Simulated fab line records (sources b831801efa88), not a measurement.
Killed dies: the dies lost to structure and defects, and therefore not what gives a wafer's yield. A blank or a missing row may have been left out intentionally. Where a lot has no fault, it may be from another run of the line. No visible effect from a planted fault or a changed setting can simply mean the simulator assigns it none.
fab line records :: flow sky130
[record]
  lots = 5
  wafers = 15
  last-day = 49
route steps=708 shown VIA4@648 METAL5@661
lots that met no fault: taken from a fault-free run of the same line
start-h: hours from the record's opening day to when the first of the lot's shown wafers began :: wait-h: how many hours have passed since the lot's step before this one :: " the same as in the row above :: L1.1+2: several wafers, shown together as one row :: - no value present, or no start provided :: * or withheld: withheld :: < > ~ a bound
route shown NAME@n: NAME is a module with steps in the file, n the number in the route of the first one :: usual: mean/standard deviation of fault-free wafers :: same: alike in all rows :: chamber/n: place in a boat :: sites: per-site readings :: _std_site: how widely they spread, as a standard deviation :: _edge_site: mean of outer sites minus mean of inner sites :: radius-mm: for every site, how far away it sits from the centre of the wafer :: mask NAME#n: copy n :: behind: the most recent tool/chamber to have shaped the wafer :: hold: cause of the lot's hold/its duration in hours/its outcome :: device: transistor that didn't switch, given as n, p or np :: end of line: at the end of the route, the tests of the same wafers :: step lacking rows: just its recipe :: killed: the dies lost at the first sort to structure and to defects; this is not the yield of the wafer :: map: shows each die of a wafer: x if killed, . if not, _ if none is there
set.NAME: the setting as run; set.NAME@STEP: as run at that earlier step :: model.NAME: the simulator's own value behind a step, which no gauge read
certain route steps with their lots: each step a table, each wafer a row
services: the hour from which a tool's chamber was out of use, counted from the record's first day as start-h (under 0 if before that day), plus the number of hours and why
[[steps]]
[step SKY_VIA4_PEB_09]
[recipe]
  temp-c = withheld
  time-s = *
  resist = NOVOLAK
[step SKY_VIA4_DEVELOP_10]
[recipe]
  resist = NOVOLAK
  developer = TMAH
  develop-time-s = 60
  dev-temp-c = 23
[step SKY_VIA4_OVL_MEAS_11]
[usual]
  VIA4_OVL = 0.1/1.4
lot.wafer: L852.2
tool: overlay-01
chamber: -
start-h: 1012.36
wait-h: 0.1
VIA4_OVL[nm]: 1.5

lot.wafer: L852.3
tool: overlay-01
chamber: -
start-h: 1012.36
wait-h: 0.1
VIA4_OVL[nm]: 2.4

lot.wafer: L852.5
tool: overlay-01
chamber: -
start-h: 1012.36
wait-h: 0.1
VIA4_OVL[nm]: -0.5

lot.wafer: L853.1
tool: overlay-02
chamber: -
start-h: 1018.83
wait-h: 0.1
VIA4_OVL[nm]: 1.6

lot.wafer: L853.2
tool: overlay-02
chamber: -
start-h: 1018.83
wait-h: 0.1
VIA4_OVL[nm]: 1.8

lot.wafer: L853.3
tool: overlay-02
chamber: -
start-h: 1018.83
wait-h: 0.1
VIA4_OVL[nm]: -0.1

lot.wafer: L859.1
tool: overlay-01
chamber: -
start-h: 1065.24
wait-h: 0.1
VIA4_OVL[nm]: 0.0

lot.wafer: L859.4
tool: overlay-01
chamber: -
start-h: 1065.24
wait-h: 0.1
VIA4_OVL[nm]: -0.2

lot.wafer: L859.6
tool: overlay-01
chamber: -
start-h: 1065.24
wait-h: 0.1
VIA4_OVL[nm]: 0.5

lot.wafer: L868.1
tool: overlay-01
chamber: -
start-h: 1113.71
wait-h: 0.1
VIA4_OVL[nm]: 0.1

lot.wafer: L868.4
tool: overlay-01
chamber: -
start-h: 1113.71
wait-h: 0.1
VIA4_OVL[nm]: 0.3

lot.wafer: L868.5
tool: overlay-01
chamber: -
start-h: 1113.71
wait-h: 0.1
VIA4_OVL[nm]: 2.8

lot.wafer: L869.1
tool: overlay-02
chamber: -
start-h: 1119.61
wait-h: 0.1
VIA4_OVL[nm]: -1.2

lot.wafer: L869.2
tool: overlay-02
chamber: -
start-h: 1119.61
wait-h: 0.1
VIA4_OVL[nm]: -0.6

lot.wafer: L869.3
tool: overlay-02
chamber: -
start-h: 1119.61
wait-h: 0.1
VIA4_OVL[nm]: -0.6
[step SKY_VIA4_ETCH_12]
[recipe]
  target = SiO2
  chemistry = C4F8/O2/Ar
  stop-on = TiN
  mask-material = NOVOLAK
  source-w = 1500
  bias-w = 1200
  pressure-mtorr = 40
  c4f8-flow-sccm = withheld
  O2_flow_sccm = 6
  Ar_flow_sccm = 300
  time-s = withheld
  target-depth-a = 5800
[usual]
  chamber-pressure-mTorr = 40.00/0.039
  oes-product-au = 0.926/0.0051
lot.wafer: L852.2
tool: rie-diel-04
chamber: 1
start-h: 1012.39
wait-h: 0.0
chamber-pressure-mTorr: 40.00
oes-product-au: 0.931

lot.wafer: L852.3
tool: rie-diel-04
chamber: 2
start-h: 1012.39
wait-h: 0.0
chamber-pressure-mTorr: 40.07
oes-product-au: 0.925

lot.wafer: L852.5
tool: rie-diel-04
chamber: 2
start-h: 1012.39
wait-h: 0.0
chamber-pressure-mTorr: 40.02
oes-product-au: 0.934

lot.wafer: L853.1
tool: rie-diel-02
chamber: 3
start-h: 1018.87
wait-h: 0.0
chamber-pressure-mTorr: 40.00
oes-product-au: 0.931

lot.wafer: L853.2
tool: rie-diel-02
chamber: 0
start-h: 1018.87
wait-h: 0.0
chamber-pressure-mTorr: 39.98
oes-product-au: 0.927

lot.wafer: L853.3
tool: rie-diel-02
chamber: 2
start-h: 1018.87
wait-h: 0.0
chamber-pressure-mTorr: 39.96
oes-product-au: 0.931

lot.wafer: L859.1
tool: rie-diel-04
chamber: 2
start-h: 1065.27
wait-h: 0.0
chamber-pressure-mTorr: 39.99
oes-product-au: 0.930

lot.wafer: L859.4
tool: rie-diel-04
chamber: 0
start-h: 1065.27
wait-h: 0.0
chamber-pressure-mTorr: 40.00
oes-product-au: 0.923

lot.wafer: L859.6
tool: rie-diel-04
chamber: 1
start-h: 1065.27
wait-h: 0.0
chamber-pressure-mTorr: 40.00
oes-product-au: 0.926

lot.wafer: L868.1
tool: rie-diel-01
chamber: 2
start-h: 1113.75
wait-h: 0.0
chamber-pressure-mTorr: 39.97
oes-product-au: 0.923

lot.wafer: L868.4
tool: rie-diel-01
chamber: 3
start-h: 1113.75
wait-h: 0.0
chamber-pressure-mTorr: 39.95
oes-product-au: 0.926

lot.wafer: L868.5
tool: rie-diel-01
chamber: 0
start-h: 1113.75
wait-h: 0.0
chamber-pressure-mTorr: 40.05
oes-product-au: 0.926

lot.wafer: L869.1
tool: rie-diel-02
chamber: 2
start-h: 1119.64
wait-h: 0.0
chamber-pressure-mTorr: 40.03
oes-product-au: 0.925

lot.wafer: L869.2
tool: rie-diel-02
chamber: 0
start-h: 1119.64
wait-h: 0.0
chamber-pressure-mTorr: 40.03
oes-product-au: 0.918

lot.wafer: L869.3
tool: rie-diel-02
chamber: 1
start-h: 1119.64
wait-h: 0.0
chamber-pressure-mTorr: 40.08
oes-product-au: 0.921
[step SKY_VIA4_STRIP_13]
[recipe]
  chemistry = O2/N2
  power-w = 1400
  pressure-mtorr = 1500
  platen-temp-c = withheld
  o2-flow-sccm = 3000
  n2-flow-sccm = 300
  overash-fraction = 0.5
[usual]
  chamber-pressure-mTorr = 1500.0/1.3
  drypump-motor-current-A = 6.0/0.44
  oes-product-au = 0.711/0.0041
  strip-time-to-endpoint-s = 12.803/0.024
lot.wafer: L852.2
tool: plasma-asher-04
chamber: 1
start-h: 1012.47
wait-h: -
chamber-pressure-mTorr: 1499.7
drypump-motor-current-A: 6.1
oes-product-au: 0.707
rf-hours-counter-h: 22
strip-time-to-endpoint-s: 12.809

lot.wafer: L852.3
tool: plasma-asher-04
chamber: 1
start-h: 1012.47
wait-h: -
chamber-pressure-mTorr: 1502.9
drypump-motor-current-A: 6.1
oes-product-au: 0.705
rf-hours-counter-h: -
strip-time-to-endpoint-s: 12.781

lot.wafer: L852.5
tool: plasma-asher-04
chamber: 1
start-h: 1012.47
wait-h: -
chamber-pressure-mTorr: 1500.6
drypump-motor-current-A: 6.1
oes-product-au: 0.718
rf-hours-counter-h: -
strip-time-to-endpoint-s: 12.814

lot.wafer: L853.1
tool: plasma-asher-01
chamber: 1
start-h: 1018.94
wait-h: -
chamber-pressure-mTorr: 1500.9
drypump-motor-current-A: 5.8
oes-product-au: 0.705
rf-hours-counter-h: 93
strip-time-to-endpoint-s: 12.769

lot.wafer: L853.2
tool: plasma-asher-01
chamber: 0
start-h: 1018.94
wait-h: -
chamber-pressure-mTorr: 1499.0
drypump-motor-current-A: 6.7
oes-product-au: 0.715
rf-hours-counter-h: 93
strip-time-to-endpoint-s: 12.816

lot.wafer: L853.3
tool: plasma-asher-01
chamber: 1
start-h: 1018.94
wait-h: -
chamber-pressure-mTorr: 1499.9
drypump-motor-current-A: 5.8
oes-product-au: 0.709
rf-hours-counter-h: -
strip-time-to-endpoint-s: 12.773

lot.wafer: L859.1
tool: plasma-asher-01
chamber: 1
start-h: 1065.34
wait-h: -
chamber-pressure-mTorr: 1498.4
drypump-motor-current-A: 5.8
oes-product-au: 0.710
rf-hours-counter-h: 98
strip-time-to-endpoint-s: 12.832

lot.wafer: L859.4
tool: plasma-asher-01
chamber: 1
start-h: 1065.34
wait-h: -
chamber-pressure-mTorr: 1499.8
drypump-motor-current-A: 5.8
oes-product-au: 0.711
rf-hours-counter-h: -
strip-time-to-endpoint-s: 12.790

lot.wafer: L859.6
tool: plasma-asher-01
chamber: 0
start-h: 1065.34
wait-h: -
chamber-pressure-mTorr: 1501.5
drypump-motor-current-A: 6.8
oes-product-au: 0.720
rf-hours-counter-h: -
strip-time-to-endpoint-s: 12.790

lot.wafer: L868.1
tool: plasma-asher-04
chamber: 0
start-h: 1113.82
wait-h: -
chamber-pressure-mTorr: 1501.4
drypump-motor-current-A: 5.7
oes-product-au: 0.712
rf-hours-counter-h: 33
strip-time-to-endpoint-s: 12.775

lot.wafer: L868.4
tool: plasma-asher-04
chamber: 1
start-h: 1113.82
wait-h: -
chamber-pressure-mTorr: 1498.0
drypump-motor-current-A: 6.1
oes-product-au: 0.718
rf-hours-counter-h: -
strip-time-to-endpoint-s: 12.812

lot.wafer: L868.5
tool: plasma-asher-04
chamber: 0
start-h: 1113.82
wait-h: -
chamber-pressure-mTorr: 1499.3
drypump-motor-current-A: 5.7
oes-product-au: 0.714
rf-hours-counter-h: -
strip-time-to-endpoint-s: 12.831

lot.wafer: L869.1
tool: plasma-asher-01
chamber: 0
start-h: 1119.72
wait-h: -
chamber-pressure-mTorr: 1498.6
drypump-motor-current-A: 6.8
oes-product-au: 0.711
rf-hours-counter-h: 103
strip-time-to-endpoint-s: 12.782

lot.wafer: L869.2
tool: plasma-asher-01
chamber: 1
start-h: 1119.72
wait-h: -
chamber-pressure-mTorr: 1500.3
drypump-motor-current-A: 5.8
oes-product-au: 0.712
rf-hours-counter-h: 103
strip-time-to-endpoint-s: 12.835

lot.wafer: L869.3
tool: plasma-asher-01
chamber: 0
start-h: 1119.72
wait-h: -
chamber-pressure-mTorr: 1500.2
drypump-motor-current-A: 6.8
oes-product-au: 0.704
rf-hours-counter-h: -
strip-time-to-endpoint-s: 12.836
[step SKY_VIA4_STRIP_14]
[recipe]
  chemistry = post-etch-residue-remover
  time-s = 1200
  temp-c = 72.5
[step SKY_VIA4_CLEAN_15]
[recipe]
  chemistry = IPA
  time-s = 180
  temp-c = 25
[step SKY_VIA4_CLEAN_16]
[recipe]
  chemistry = O3/DIW
  dry = n2-spin
[step SKY_VIA4_SPUTTER_17]
[recipe]
  material = TiN
  target-thk-nm = 20
  chamber-pressure-pa = 5
  power-w = 4000
  time-s = 80
[usual]
  throttle-valve-pct = 29.6/0.61
lot.wafer: L852.2
tool: pvd-sputter-02
chamber: -
start-h: 1013.06
wait-h: 0.0
throttle-valve-pct: 30.4

lot.wafer: L852.3
tool: pvd-sputter-02
chamber: -
start-h: 1013.06
wait-h: 0.0
throttle-valve-pct: 29.6

lot.wafer: L852.5
tool: pvd-sputter-02
chamber: -
start-h: 1013.06
wait-h: 0.0
throttle-valve-pct: 29.6

lot.wafer: L853.1
tool: pvd-sputter-02
chamber: -
start-h: 1019.57
wait-h: 0.0
throttle-valve-pct: 29.6

lot.wafer: L853.2
tool: pvd-sputter-02
chamber: -
start-h: 1019.57
wait-h: 0.0
throttle-valve-pct: 30.5

lot.wafer: L853.3
tool: pvd-sputter-02
chamber: -
start-h: 1019.57
wait-h: 0.0
throttle-valve-pct: 29.4

lot.wafer: L859.1
tool: pvd-sputter-01
chamber: -
start-h: 1065.94
wait-h: 0.0
throttle-valve-pct: 29.1

lot.wafer: L859.4
tool: pvd-sputter-01
chamber: -
start-h: 1065.94
wait-h: 0.0
throttle-valve-pct: 29.5

lot.wafer: L859.6
tool: pvd-sputter-01
chamber: -
start-h: 1065.94
wait-h: 0.0
throttle-valve-pct: 29.7

lot.wafer: L868.1
tool: pvd-sputter-03
chamber: -
start-h: 1114.41
wait-h: 0.0
throttle-valve-pct: 29.0

lot.wafer: L868.4
tool: pvd-sputter-03
chamber: -
start-h: 1114.41
wait-h: 0.0
throttle-valve-pct: 30.1

lot.wafer: L868.5
tool: pvd-sputter-03
chamber: -
start-h: 1114.41
wait-h: 0.0
throttle-valve-pct: 28.9

lot.wafer: L869.1
tool: pvd-sputter-03
chamber: -
start-h: 1120.35
wait-h: 0.0
throttle-valve-pct: 28.9

lot.wafer: L869.2
tool: pvd-sputter-03
chamber: -
start-h: 1120.35
wait-h: 0.0
throttle-valve-pct: 28.8

lot.wafer: L869.3
tool: pvd-sputter-03
chamber: -
start-h: 1120.35
wait-h: 0.0
throttle-valve-pct: 30.0
[step SKY_VIA4_CVD_18]
[recipe]
  material = W
  target-thk-nm = 505
  time-s = 152.14
  temp-c = 400
  pressure-torr = 40
[usual]
  heater-power-w = 784/40
  susceptor-temp-C = 399.98/0.21
lot.wafer: L852.2
tool: cvd-w-01
chamber: 1
start-h: 1013.12
wait-h: 0.0
heater-power-w: 692
susceptor-temp-C: 399.81

lot.wafer: L852.3
tool: cvd-w-01
chamber: 0
start-h: 1013.12
wait-h: 0.0
heater-power-w: 800
susceptor-temp-C: 399.89

lot.wafer: L852.5
tool: cvd-w-01
chamber: 0
start-h: 1013.12
wait-h: 0.0
heater-power-w: 794
susceptor-temp-C: 399.79

lot.wafer: L853.1
tool: cvd-w-02
chamber: 1
start-h: 1019.64
wait-h: 0.0
heater-power-w: 753
susceptor-temp-C: 400.18

lot.wafer: L853.2
tool: cvd-w-02
chamber: 0
start-h: 1019.64
wait-h: 0.0
heater-power-w: 814
susceptor-temp-C: 399.98

lot.wafer: L853.3
tool: cvd-w-02
chamber: 0
start-h: 1019.64
wait-h: 0.0
heater-power-w: 826
susceptor-temp-C: 400.21

lot.wafer: L859.1
tool: cvd-w-02
chamber: 1
start-h: 1066.00
wait-h: 0.0
heater-power-w: 759
susceptor-temp-C: 400.21

lot.wafer: L859.4
tool: cvd-w-02
chamber: 0
start-h: 1066.00
wait-h: 0.0
heater-power-w: 831
susceptor-temp-C: 400.18

lot.wafer: L859.6
tool: cvd-w-02
chamber: 1
start-h: 1066.00
wait-h: 0.0
heater-power-w: 776
susceptor-temp-C: 399.74

lot.wafer: L868.1
tool: cvd-w-02
chamber: 0
start-h: 1114.47
wait-h: 0.0
heater-power-w: 833
susceptor-temp-C: 400.07

lot.wafer: L868.4
tool: cvd-w-02
chamber: 0
start-h: 1114.47
wait-h: 0.0
heater-power-w: 813
susceptor-temp-C: 400.01

lot.wafer: L868.5
tool: cvd-w-02
chamber: 1
start-h: 1114.47
wait-h: 0.0
heater-power-w: 761
susceptor-temp-C: 400.00

lot.wafer: L869.1
tool: cvd-w-02
chamber: 0
start-h: 1120.41
wait-h: 0.0
heater-power-w: 828
susceptor-temp-C: 399.94

lot.wafer: L869.2
tool: cvd-w-02
chamber: 1
start-h: 1120.41
wait-h: 0.0
heater-power-w: 758
susceptor-temp-C: 400.20

lot.wafer: L869.3
tool: cvd-w-02
chamber: 1
start-h: 1120.41
wait-h: 0.0
heater-power-w: 788
susceptor-temp-C: 399.78
[step SKY_VIA4_RS_MEAS_19]
[recipe]
  thk-meas-gauge = four-point-probe
  reads = W_of_VIA4_CVD_18+TiN_of_VIA4_SPUTTER_17
[usual]
  VIA4_W_RS = 0.2265/0.0026
lot.wafer: L852.2
tool: film-metro-01
chamber: -
start-h: 1013.29
wait-h: 0.1
VIA4_W_RS[ohm/sq]: 0.2296

lot.wafer: L852.3
tool: film-metro-01
chamber: -
start-h: 1013.29
wait-h: 0.1
VIA4_W_RS[ohm/sq]: 0.2269

lot.wafer: L852.5
tool: film-metro-01
chamber: -
start-h: 1013.29
wait-h: 0.1
VIA4_W_RS[ohm/sq]: 0.2249

lot.wafer: L853.1
tool: film-metro-03
chamber: -
start-h: 1019.79
wait-h: 0.1
VIA4_W_RS[ohm/sq]: 0.2242

lot.wafer: L853.2
tool: film-metro-03
chamber: -
start-h: 1019.79
wait-h: 0.1
VIA4_W_RS[ohm/sq]: 0.2260

lot.wafer: L853.3
tool: film-metro-03
chamber: -
start-h: 1019.79
wait-h: 0.1
VIA4_W_RS[ohm/sq]: 0.2274

lot.wafer: L859.1
tool: film-metro-01
chamber: -
start-h: 1066.16
wait-h: 0.1
VIA4_W_RS[ohm/sq]: 0.2263

lot.wafer: L859.4
tool: film-metro-01
chamber: -
start-h: 1066.16
wait-h: 0.1
VIA4_W_RS[ohm/sq]: 0.2283

lot.wafer: L859.6
tool: film-metro-01
chamber: -
start-h: 1066.16
wait-h: 0.1
VIA4_W_RS[ohm/sq]: 0.2232

lot.wafer: L868.1
tool: film-metro-01
chamber: -
start-h: 1114.62
wait-h: 0.1
VIA4_W_RS[ohm/sq]: 0.2276

lot.wafer: L868.4
tool: film-metro-01
chamber: -
start-h: 1114.62
wait-h: 0.1
VIA4_W_RS[ohm/sq]: 0.2268

lot.wafer: L868.5
tool: film-metro-01
chamber: -
start-h: 1114.62
wait-h: 0.1
VIA4_W_RS[ohm/sq]: 0.2249

lot.wafer: L869.1
tool: film-metro-01
chamber: -
start-h: 1120.56
wait-h: 0.1
VIA4_W_RS[ohm/sq]: 0.2319

lot.wafer: L869.2
tool: film-metro-01
chamber: -
start-h: 1120.56
wait-h: 0.1
VIA4_W_RS[ohm/sq]: 0.2276

lot.wafer: L869.3
tool: film-metro-01
chamber: -
start-h: 1120.56
wait-h: 0.1
VIA4_W_RS[ohm/sq]: 0.2283
[step SKY_VIA4_THK_MEAS_20]
[recipe]
  thk-meas-gauge = xrf
  reads = W_of_VIA4_CVD_18
[usual]
  VIA4_W_THK = 513/8.2
lot.wafer: L852.2
tool: film-metro-01
chamber: -
start-h: 1013.40
wait-h: 0.1
VIA4_W_THK[nm]: 516

lot.wafer: L852.3
tool: film-metro-01
chamber: -
start-h: 1013.40
wait-h: 0.1
VIA4_W_THK[nm]: 516

lot.wafer: L852.5
tool: film-metro-01
chamber: -
start-h: 1013.40
wait-h: 0.1
VIA4_W_THK[nm]: 521

lot.wafer: L853.1
tool: film-metro-03
chamber: -
start-h: 1019.91
wait-h: 0.1
VIA4_W_THK[nm]: 511

lot.wafer: L853.2
tool: film-metro-03
chamber: -
start-h: 1019.91
wait-h: 0.1
VIA4_W_THK[nm]: 502

lot.wafer: L853.3
tool: film-metro-03
chamber: -
start-h: 1019.91
wait-h: 0.1
VIA4_W_THK[nm]: 502

lot.wafer: L859.1
tool: film-metro-01
chamber: -
start-h: 1066.28
wait-h: 0.1
VIA4_W_THK[nm]: 518

lot.wafer: L859.4
tool: film-metro-01
chamber: -
start-h: 1066.28
wait-h: 0.1
VIA4_W_THK[nm]: 515

lot.wafer: L859.6
tool: film-metro-01
chamber: -
start-h: 1066.28
wait-h: 0.1
VIA4_W_THK[nm]: 524

lot.wafer: L868.1
tool: film-metro-01
chamber: -
start-h: 1114.74
wait-h: 0.1
VIA4_W_THK[nm]: 516

lot.wafer: L868.4
tool: film-metro-01
chamber: -
start-h: 1114.74
wait-h: 0.1
VIA4_W_THK[nm]: 515

lot.wafer: L868.5
tool: film-metro-01
chamber: -
start-h: 1114.74
wait-h: 0.1
VIA4_W_THK[nm]: 519

lot.wafer: L869.1
tool: film-metro-01
chamber: -
start-h: 1120.68
wait-h: 0.1
VIA4_W_THK[nm]: 505

lot.wafer: L869.2
tool: film-metro-01
chamber: -
start-h: 1120.68
wait-h: 0.1
VIA4_W_THK[nm]: 512

lot.wafer: L869.3
tool: film-metro-01
chamber: -
start-h: 1120.68
wait-h: 0.1
VIA4_W_THK[nm]: 509
[step SKY_VIA4_CMP_21]
[recipe]
  stop-on = SiO2
  t-overpolish-s = 25
  down-force-psi = 3.5
  platen-rpm = 60
  target-thk-nm = 0
  pad-velocity-m-s = 0.94248
[usual]
  edge-zone-pressure-frac = 0.999/0.0052
  head-pressure-psi = 3.500/0.0075
  motor-current-A = 10.5/0.93
  overpolish-run-s = 25.000/0.01
  retaining-ring-pressure-frac = 1.000/0.0055
  time-to-endpoint-s = 120/3.5
[same]
  t-overpolish-s = 25
lot.wafer: L852.3
tool: cmp-02
chamber: 2
start-h: 1013.55
wait-h: 0.1
edge-zone-pressure-frac: 1.003
head-pressure-psi: 3.502
motor-current-A: 9.7
overpolish-run-s: 25.009
retaining-ring-pressure-frac: 1.010
time-to-endpoint-s: 119

lot.wafer: L852.2
tool: cmp-02
chamber: 3
start-h: 1013.55
wait-h: 0.1
edge-zone-pressure-frac: 1.004
head-pressure-psi: 3.487
motor-current-A: 10.7
overpolish-run-s: 25.005
retaining-ring-pressure-frac: 1.010
time-to-endpoint-s: 118

lot.wafer: L852.5
tool: cmp-02
chamber: 1
start-h: 1013.55
wait-h: 0.1
edge-zone-pressure-frac: 0.996
head-pressure-psi: 3.490
motor-current-A: 10.7
overpolish-run-s: 25.004
retaining-ring-pressure-frac: 0.999
time-to-endpoint-s: 121

lot.wafer: L853.1
tool: cmp-01
chamber: 1
start-h: 1019.97
wait-h: 0.1
edge-zone-pressure-frac: 0.996
head-pressure-psi: 3.504
motor-current-A: 10.6
overpolish-run-s: 25.013
retaining-ring-pressure-frac: 1.007
time-to-endpoint-s: 122

lot.wafer: L853.2
tool: cmp-01
chamber: 2
start-h: 1019.97
wait-h: 0.1
edge-zone-pressure-frac: 1.003
head-pressure-psi: 3.512
motor-current-A: 10.2
overpolish-run-s: 25.015
retaining-ring-pressure-frac: 1.003
time-to-endpoint-s: 120

lot.wafer: L853.3
tool: cmp-01
chamber: 3
start-h: 1019.97
wait-h: 0.1
edge-zone-pressure-frac: 1.002
head-pressure-psi: 3.496
motor-current-A: 9.3
overpolish-run-s: 25.013
retaining-ring-pressure-frac: 1.003
time-to-endpoint-s: 123

lot.wafer: L859.1
tool: cmp-01
chamber: 0
start-h: 1066.34
wait-h: 0.1
edge-zone-pressure-frac: 0.999
head-pressure-psi: 3.505
motor-current-A: 12.0
overpolish-run-s: 24.984
retaining-ring-pressure-frac: 1.003
time-to-endpoint-s: 121

lot.wafer: L859.4
tool: cmp-01
chamber: 3
start-h: 1066.34
wait-h: 0.1
edge-zone-pressure-frac: 0.991
head-pressure-psi: 3.499
motor-current-A: 9.0
overpolish-run-s: 24.994
retaining-ring-pressure-frac: 0.998
time-to-endpoint-s: 120

lot.wafer: L859.6
tool: cmp-01
chamber: 0
start-h: 1066.34
wait-h: 0.1
edge-zone-pressure-frac: 1.003
head-pressure-psi: 3.512
motor-current-A: 11.7
overpolish-run-s: 24.998
retaining-ring-pressure-frac: 1.002
time-to-endpoint-s: 122

lot.wafer: L868.4
tool: cmp-02
chamber: 0
start-h: 1114.90
wait-h: 0.1
edge-zone-pressure-frac: 0.998
head-pressure-psi: 3.492
motor-current-A: 9.8
overpolish-run-s: 25.005
retaining-ring-pressure-frac: 1.002
time-to-endpoint-s: 113

lot.wafer: L868.1
tool: cmp-02
chamber: 1
start-h: 1114.90
wait-h: 0.1
edge-zone-pressure-frac: 1.006
head-pressure-psi: 3.504
motor-current-A: 11.6
overpolish-run-s: 0.041
retaining-ring-pressure-frac: 1.010
time-to-endpoint-s: 189

lot.wafer: L868.5
tool: cmp-02
chamber: 3
start-h: 1114.90
wait-h: 0.1
edge-zone-pressure-frac: 0.995
head-pressure-psi: 3.495
motor-current-A: 11.7
overpolish-run-s: 25.002
retaining-ring-pressure-frac: 0.996
time-to-endpoint-s: 117

lot.wafer: L869.2
tool: cmp-01
chamber: 1
start-h: 1120.74
wait-h: 0.0
edge-zone-pressure-frac: 0.993
head-pressure-psi: 3.503
motor-current-A: 11.8
overpolish-run-s: 25.005
retaining-ring-pressure-frac: 1.009
time-to-endpoint-s: 122

lot.wafer: L869.3
tool: cmp-01
chamber: 3
start-h: 1120.74
wait-h: 0.0
edge-zone-pressure-frac: 1.006
head-pressure-psi: 3.494
motor-current-A: 8.7
overpolish-run-s: 24.990
retaining-ring-pressure-frac: 0.989
time-to-endpoint-s: 124

lot.wafer: L869.1
tool: cmp-01
chamber: 0
start-h: 1120.74
wait-h: 0.0
edge-zone-pressure-frac: 1.004
head-pressure-psi: 3.501
motor-current-A: 11.9
overpolish-run-s: 25.012
retaining-ring-pressure-frac: 1.006
time-to-endpoint-s: 118
[step SKY_METAL5_SPUTTER_00]
[recipe]
  material = Ti
  target-thk-nm = 15
  power-w = 3000
  time-s = 10
  chamber-pressure-pa = 0.4
[usual]
  throttle-valve-pct = 30.0/1.2
lot.wafer: L852.2
tool: pvd-sputter-01
chamber: -
start-h: 1013.75
wait-h: 0.1
throttle-valve-pct: 29.7

lot.wafer: L852.3
tool: pvd-sputter-01
chamber: -
start-h: 1013.75
wait-h: 0.1
throttle-valve-pct: 29.2

lot.wafer: L852.5
tool: pvd-sputter-01
chamber: -
start-h: 1013.75
wait-h: 0.1
throttle-valve-pct: 30.5

lot.wafer: L853.1
tool: pvd-sputter-04
chamber: -
start-h: 1020.27
wait-h: 0.2
throttle-valve-pct: 31.8

lot.wafer: L853.2
tool: pvd-sputter-04
chamber: -
start-h: 1020.27
wait-h: 0.2
throttle-valve-pct: 30.0

lot.wafer: L853.3
tool: pvd-sputter-04
chamber: -
start-h: 1020.27
wait-h: 0.2
throttle-valve-pct: 31.7

lot.wafer: L859.1
tool: pvd-sputter-01
chamber: -
start-h: 1066.64
wait-h: 0.2
throttle-valve-pct: 30.2

lot.wafer: L859.4
tool: pvd-sputter-01
chamber: -
start-h: 1066.64
wait-h: 0.2
throttle-valve-pct: 28.9

lot.wafer: L859.6
tool: pvd-sputter-01
chamber: -
start-h: 1066.64
wait-h: 0.2
throttle-valve-pct: 28.9

lot.wafer: L868.4
tool: pvd-sputter-04
chamber: -
start-h: 1115.11
wait-h: 0.2
throttle-valve-pct: 30.1

lot.wafer: L868.5
tool: pvd-sputter-04
chamber: -
start-h: 1115.11
wait-h: 0.2
throttle-valve-pct: 31.8

lot.wafer: L869.1
tool: pvd-sputter-01
chamber: -
start-h: 1121.04
wait-h: 0.1
throttle-valve-pct: 29.1

lot.wafer: L869.2
tool: pvd-sputter-01
chamber: -
start-h: 1121.04
wait-h: 0.1
throttle-valve-pct: 29.7

lot.wafer: L869.3
tool: pvd-sputter-01
chamber: -
start-h: 1121.04
wait-h: 0.1
throttle-valve-pct: 30.3
[[services]]
tool: cmp-02
chamber: -
start-h: 1017.71
hours: 1.4
kind: repair

tool: cvd-w-01
chamber: -
start-h: 1017.93
hours: 4.3
kind: repair

tool: pvd-sputter-03
chamber: -
start-h: 1018.01
hours: 11.2
kind: repair

tool: cvd-w-02
chamber: -
start-h: 1020.10
hours: 0.4
kind: repair

tool: cmp-02
chamber: -
start-h: 1027.03
hours: 1.1
kind: repair

tool: rie-diel-04
chamber: 1
start-h: 1030.43
hours: 10.5
kind: repair

tool: cvd-w-01
chamber: 1
start-h: 1032.64
hours: 9.4
kind: repair

tool: cmp-02
chamber: -
start-h: 1034.09
hours: 1.1
kind: repair

tool: rie-diel-04
chamber: 2
start-h: 1037.06
hours: 13.9
kind: repair

tool: cmp-01
chamber: -
start-h: 1046.07
hours: 1.1
kind: repair

tool: rie-diel-01
chamber: -
start-h: 1049.40
hours: 1.9
kind: repair

tool: plasma-asher-01
chamber: -
start-h: 1054.59
hours: 1.3
kind: repair

tool: pvd-sputter-01
chamber: -
start-h: 1061.22
hours: 2.4
kind: repair

tool: cvd-w-02
chamber: -
start-h: 1069.92
hours: 0.9
kind: repair

tool: pvd-sputter-02
chamber: -
start-h: 1079.00
hours: 1.2
kind: repair

tool: cmp-02
chamber: -
start-h: 1084.00
hours: 4.0
kind: pm

tool: cmp-02
chamber: -
start-h: 1088.00
hours: -
kind: consumable-replace:conditioner

tool: cmp-02
chamber: -
start-h: 1088.00
hours: -
kind: consumable-replace:pad

tool: pvd-sputter-04
chamber: -
start-h: 1094.09
hours: 1.2
kind: repair

tool: rie-diel-02
chamber: 0
start-h: 1096.51
hours: -
kind: clean

tool: cvd-w-01
chamber: 0
start-h: 1099.48
hours: 7.7
kind: repair

tool: pvd-sputter-03
chamber: -
start-h: 1104.74
hours: 7.5
kind: repair

tool: rie-diel-04
chamber: 0
start-h: 1112.45
hours: 5.7
kind: repair

tool: rie-diel-04
chamber: -
start-h: 1118.09
hours: 15.6
kind: pm
[[key]]
[first-sign]
  step = SKY_VIA4_CMP_21
  reading = overpolish-run-s
  direction = down
  sigmas = 99+
  usual = 25.000
  struck = 0.041
[effect]
  step = SKY_VIA4_CMP_21
  reading = time-to-endpoint-s
  direction = up
  sigmas = 20
  usual = *
  struck = *
met-at SKY_VIA4_CMP_21
struck-wafers L868.1
later-rows-left-out L868.1
sort-left-out L868.1
onset-between 1013.55 1114.90
[fault]
  kind = process-parameter-drift
  tool = cmp-02
  chamber = 1
  onset-h = 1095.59
  steps = SKY_VIA4_CMP_21
  channel = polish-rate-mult
  offset = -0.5
  shape = step
  end-h = 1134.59
// sort-left-out: the simulated sort isn't trusted on such a fault, so these wafers' sort isn't shown, and their yield isn't known
// later-rows-left-out: the simulator's readings of these wafers behind a module that went badly wrong aren't trusted and aren't shown, but for the sort
